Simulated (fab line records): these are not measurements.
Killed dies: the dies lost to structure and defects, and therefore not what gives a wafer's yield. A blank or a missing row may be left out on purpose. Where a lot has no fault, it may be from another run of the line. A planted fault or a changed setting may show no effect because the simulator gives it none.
Which tool was responsible?	flow sky130	13 lots, 38 wafers sampled, at 4 steps of a route of 708

## WHAT EACH GAUGE READ, for each wafer
SKY_VIA4_OVL_MEAS_11. Usual: VIA4_OVL typically reads 0.4 nm, with standard deviation 1.3.
lot	measured	on	VIA4_OVL (nm)	flag
L936	day 42 14:38	overlay-01	1.1 1.3 3.4	
L935	day 42 17:35	overlay-02	-0.1 0.2 -0.6	
L943	day 44 20:48	overlay-01	1.7 2.1 2.1	
L944	day 45 04:34	overlay-02	1.9 1.1 0.9	
L945	day 45 14:37	overlay-02	-1.3 0.6 -1.3	
L946	day 45 22:00	overlay-01	0.1 0.0 2.3	
L948	day 46 04:27	overlay-02	-1.4 0.8 0.1	
L949	day 46 11:00	overlay-02	1.0 1.4 1.5	
L953	day 47 04:12	overlay-02	-2.1 -1.5 0.3	
L954	day 47 06:40	overlay-02	-1.1 -0.6	
L955	day 47 23:24	overlay-02	0.3 0.1 0.3	
L956	day 48 11:50	overlay-02	0.5 -2.3 1.2	
L958	day 48 16:23	overlay-01	0.8 5.0 1.4	

SKY_PASSIVATION_THK_MEAS_01. Usual: PASSIVATION_CVD_00_THK typically reads 90.3 nm, with standard deviation 1.1.
lot	measured	on	PASSIVATION_CVD_00_THK (nm)	flag
L936	day 43 16:09	film-metro-02	89.9 89.0 91.6	
L935	day 43 18:31	film-metro-03	90.3 89.5 91.7	
L943	day 45 20:47	film-metro-03	89.9 91.5 91.9	
L944	day 46 04:10	film-metro-02	88.0 89.3 90.7	
L945	day 46 12:47	film-metro-02	89.3 89.9 91.1	
L946	day 46 21:02	film-metro-01	89.4 87.5 88.8	
L948	day 47 04:02	film-metro-01	89.9 90.3 91.5	
L949	day 47 10:55	film-metro-03	90.3 90.1 90.7	
L953	day 48 01:27	film-metro-02	88.6 88.4 90.3	
L954	day 48 05:10	film-metro-02	91.8 90.2	
L955	day 48 20:13	film-metro-03	90.0 89.1 91.2	
L956	day 49 08:02	film-metro-01	88.7 88.8 87.9	
L958	day 49 11:58	film-metro-03	88.2 89.8 90.4	

## TOOL THAT RAN EACH LOT (tool first, then ch and the chambers of the sampled wafers, then the start)
lot	SKY_VIA3_HDPCVD_00	SKY_METAL5_SPUTTER_02
L936	hdpcvd-02 ch 0,1,2, day 38 08:47	pvd-sputter-01, day 42 16:08
L935	hdpcvd-02 ch 0,2, day 38 11:32	pvd-sputter-01, day 42 19:04
L943	hdpcvd-02 ch 0,1,2, day 40 18:22	pvd-sputter-03, day 44 22:14
L944	hdpcvd-02 ch 0,2, day 41 04:23	pvd-sputter-02, day 45 06:01
L945	hdpcvd-02 ch 0,1,2, day 41 14:01	pvd-sputter-03, day 45 16:02
L946	hdpcvd-01 ch 0,1,2, day 41 22:35	pvd-sputter-01, day 45 23:38
L948	hdpcvd-02 ch 1,2, day 42 07:17	pvd-sputter-03, day 46 07:22
L949	hdpcvd-01 ch 0,1, day 42 14:58	pvd-sputter-03, day 46 13:30
L953	hdpcvd-02 ch 0,1,2, day 43 09:32	pvd-sputter-01, day 47 05:39
L954	hdpcvd-02 ch 1,2, day 43 14:39	pvd-sputter-02, day 47 08:47
L955	hdpcvd-02 ch 0,1, day 44 10:25	pvd-sputter-03, day 48 00:51
L956	hdpcvd-02 ch 0,1,2, day 44 22:16	pvd-sputter-02, day 48 13:21
L958	hdpcvd-01 ch 0,1,2, day 45 03:02	pvd-sputter-03, day 48 17:49
- SKY_VIA3_HDPCVD_00: deposits SiO2, target thk 1635 nm, time 272.5 s.
- SKY_METAL5_SPUTTER_02: material AlCu, target thk 1150 nm, time 61.2 s.

## AS READ BY THE TOOLS THEMSELVES (means over the sampled wafers that have a number; for cases with no such wafer, the mark the record gives instead)
SKY_METAL5_SPUTTER_02. Usual: throttle-valve-pct reads 29.8 % (standard deviation 0.7).
lot	tool	throttle-valve-pct (%)	flag
L936	pvd-sputter-01	29.5	
L935	pvd-sputter-01	30.1	
L943	pvd-sputter-03	29.8	
L944	pvd-sputter-02	29.5	
L945	pvd-sputter-03	30.0	
L946	pvd-sputter-01	29.7	
L948	pvd-sputter-03	30.6	
L949	pvd-sputter-03	29.9	
L953	pvd-sputter-01	29.5	
L954	pvd-sputter-02	28.9	
L955	pvd-sputter-03	29.8	
L956	pvd-sputter-02	29.8	
L958	pvd-sputter-03	30.2	

## THE ANSWER, worked out from the rows above alone
Rule: lot off if the mean of its wafers having a number is beyond 3 standard deviations from the usual mean. Also off: a lot with no number at a reading for which 4 or more lots have one. Where the step has rows for the other lots, those lots are counted as sound. First the gauges in route order, then the tools' own readings, where a lot's mean is used as printed above. At the first step where some lot is off, the reading lying furthest off is the one used; lots without a number count as furthest.
No lot is off at any reading shown: from this, nothing can be told.

## WHAT THE SIMULATOR HAD INSERTED
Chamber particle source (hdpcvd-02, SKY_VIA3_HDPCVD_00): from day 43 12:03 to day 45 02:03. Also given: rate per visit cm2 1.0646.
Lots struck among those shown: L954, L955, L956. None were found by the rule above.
